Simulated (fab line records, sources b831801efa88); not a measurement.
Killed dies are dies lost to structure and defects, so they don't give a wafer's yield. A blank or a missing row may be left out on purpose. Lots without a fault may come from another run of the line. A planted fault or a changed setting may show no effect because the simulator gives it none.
Which tool did it? | flow sky130 | 13 lots, 38 wafers sampled, at 4 steps of a route of 708

WHAT THE GAUGES READ, wafer by wafer
SKY_VT_ADJUST_HVTP_TW_MEAS_11.
lot  | measured     | on            | VT_ADJUST_HVTP_TW
L882 | day 6 01:25  | film_metro-04 | 1341 1336 1336
L884 | day 6 15:44  | film_metro-01 | 1369 1368 1373
L885 | day 6 22:46  | film_metro-01 | 1377 1383 1382
L887 | day 7 10:23  | film_metro-04 | 1344 1345 1345
L889 | day 8 00:02  | film_metro-02 | 1334 1332 1336
L890 | day 8 03:35  | film_metro-01 | 1370 1376 1379
L893 | day 8 23:19  | film_metro-01 | 1376 1375 1367
L895 | day 9 13:50  | film_metro-01 | 1377 1377 1382
L896 | day 9 18:22  | film_metro-04 | 1345 1342 1341
L898 | day 10 10:31 | film_metro-01 | 1372 1379 1366
L901 | day 11 00:34 | film_metro-01 | 1381 1381 1374
L902 | day 11 09:26 | film_metro-02 | 1341 1337
L905 | day 12 10:01 | film_metro-01 | 1370 1371 1370

SKY_VT_ADJUST_LVTN_OVL_MEAS_07.
lot  | measured     | on         | VT_ADJUST_LVTN_OVL (nm)
L882 | day 6 20:25  | overlay-01 | 0.5 1.4 1.3
L884 | day 7 10:53  | overlay-01 | 1.0 3.6 2.0
L885 | day 7 17:41  | overlay-01 | 0.2 3.0 1.3
L887 | day 8 05:37  | overlay-02 | 0.7 2.3 0.9
L889 | day 8 20:17  | overlay-01 | 2.3 1.8 2.3
L890 | day 9 00:49  | overlay-02 | 2.6 2.1 3.2
L893 | day 9 20:52  | overlay-02 | 2.5 0.3 1.1
L895 | day 10 11:59 | overlay-01 | 0.0 1.7 -0.6
L896 | day 10 16:11 | overlay-01 | 2.2 3.7 3.4
L898 | day 11 09:36 | overlay-02 | 0.1 1.6 0.7
L901 | day 12 00:25 | overlay-01 | 2.1 3.0 2.9
L902 | day 12 09:46 | overlay-01 | 4.2 3.9
L905 | day 13 11:32 | overlay-01 | 1.7 -0.2 0.9

SKY_VT_ADJUST_NCORE_TW_MEAS_11.
lot  | measured     | on            | VT_ADJUST_NCORE_TW
L882 | day 8 12:44  | film_metro-03 | 218.4 217.7 219.8
L884 | day 9 04:16  | film_metro-01 | 222.3 223.5 222.6
L885 | day 9 12:34  | film_metro-01 | 222.2 222.4 222.2
L887 | day 9 23:52  | film_metro-03 | 220.5 219.5 219.8
L889 | day 10 16:35 | film_metro-03 | 219.7 219.8 220.2
L890 | day 10 22:08 | film_metro-03 | 219.3 220.5 219.3
L893 | day 11 19:50 | film_metro-01 | 222.9 223.0 223.5
L895 | day 12 13:12 | film_metro-04 | 216.7 216.5 217.0
L896 | day 12 17:46 | film_metro-01 | 221.1 222.6 220.8
L898 | day 13 12:14 | film_metro-01 | 222.5 224.1 223.4
L901 | day 14 04:20 | film_metro-03 | 227.5 226.8 228.4
L902 | day 14 14:19 | film_metro-01 | 230.2 230.3
L905 | day 15 17:25 | film_metro-03 | 220.7 218.4 219.8

WHICH TOOL RAN EACH LOT (tool, then ch and the chambers of the sampled wafers, then the start)
lot  | SKY_VT_ADJUST_NCORE_IMPLANT_09
L882 | implanter-04 ch 0, day 8 12:29
L884 | implanter-03 ch 0, day 9 04:01
L885 | implanter-04 ch 0, day 9 12:22
L887 | implanter-01 ch 0, day 9 23:37
L889 | implanter-03 ch 0, day 10 16:21
L890 | implanter-04 ch 0, day 10 21:53
L893 | implanter-01 ch 0, day 11 19:35
L895 | implanter-04 ch 0, day 12 12:58
L896 | implanter-04 ch 0, day 12 17:32
L898 | implanter-03 ch 0, day 13 12:02
L901 | implanter-04 ch 0, day 14 04:05
L902 | implanter-04 ch 0, day 14 14:04
L905 | implanter-01 ch 0, day 15 17:11
- SKY_VT_ADJUST_NCORE_IMPLANT_09

WHAT THE TOOLS THEMSELVES READ (means of the sampled wafers that have a number; where no wafer has one, the mark that the record gives instead)
SKY_VT_ADJUST_NCORE_IMPLANT_09.
lot  | tool         | beam_on_s (s) | faraday_current_uA
L882 | implanter-04 | 10.18         | 13.28
L884 | implanter-03 | 9.90          | 13.70
L885 | implanter-04 | 10.13         | 13.33
L887 | implanter-01 | 9.88          | 13.64
L889 | implanter-03 | 9.95          | 13.60
L890 | implanter-04 | 9.99          | 13.54
L893 | implanter-01 | 9.67          | 13.98
L895 | implanter-04 | 9.79          | 13.80
L896 | implanter-04 | 9.87          | 13.72
L898 | implanter-03 | 10.02         | 13.52
L901 | implanter-04 | 11.24         | 12.07
L902 | implanter-04 | 11.53         | 11.71
L905 | implanter-01 | 9.99          | 13.52

THE ANSWER, worked out from the rows above alone
Rule: what is usual is taken from the lots themselves. Put in order of their means at a reading, lots are off if they are a third of the lots or fewer, leave a main group of 4 or more, and stand apart from it by a gap of 3 or more times the standard deviation of the main group's means; of several such gaps the widest counts. A main group whose means are all the same, to the digits that the tables above print for the reading, isn't used. A lot without any number at a reading at which 4 lots or more have one is off too. The other lots that the step has rows for count as sound. The gauges are gone through in route order, then the tools' own readings, and for those a lot's mean is taken as printed above. The first step at which some lot is off is used, and at that step the reading that is off furthest; a lot without a number counts as furthest.
Off: L901, L902, at SKY_VT_ADJUST_NCORE_IMPLANT_09 (beam_on_s). The main group: mean 9.94 s, standard deviation 0.14.
A tool fits if, at that step or a process step before it, it ran every lot that is off, and no sound lot after the first of them. One fits: implanter-04 at SKY_VT_ADJUST_NCORE_IMPLANT_09. Its last sound lot is L896 (day 12 17:32), its first lot that is off L901 (day 14 04:05): a fault that began between those two fits.
The tool's own readings at SKY_VT_ADJUST_NCORE_IMPLANT_09 bear it out: on the lots that are off they differ by more than 5 times the standard deviation of the sound lots' means. beam_on_s reads 11.38 s there against 9.94 s on the sound lots; faraday_current_uA reads 11.89 there against 13.60 on the sound lots.

WHAT THE SIMULATOR HAD PUT IN
Process parameter drift: implanter-04, from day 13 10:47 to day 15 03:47, at SKY_VT_ADJUST_NCORE_IMPLANT_09. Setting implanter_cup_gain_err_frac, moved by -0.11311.
Lots struck among those shown: L901, L902. The rule above found the same.
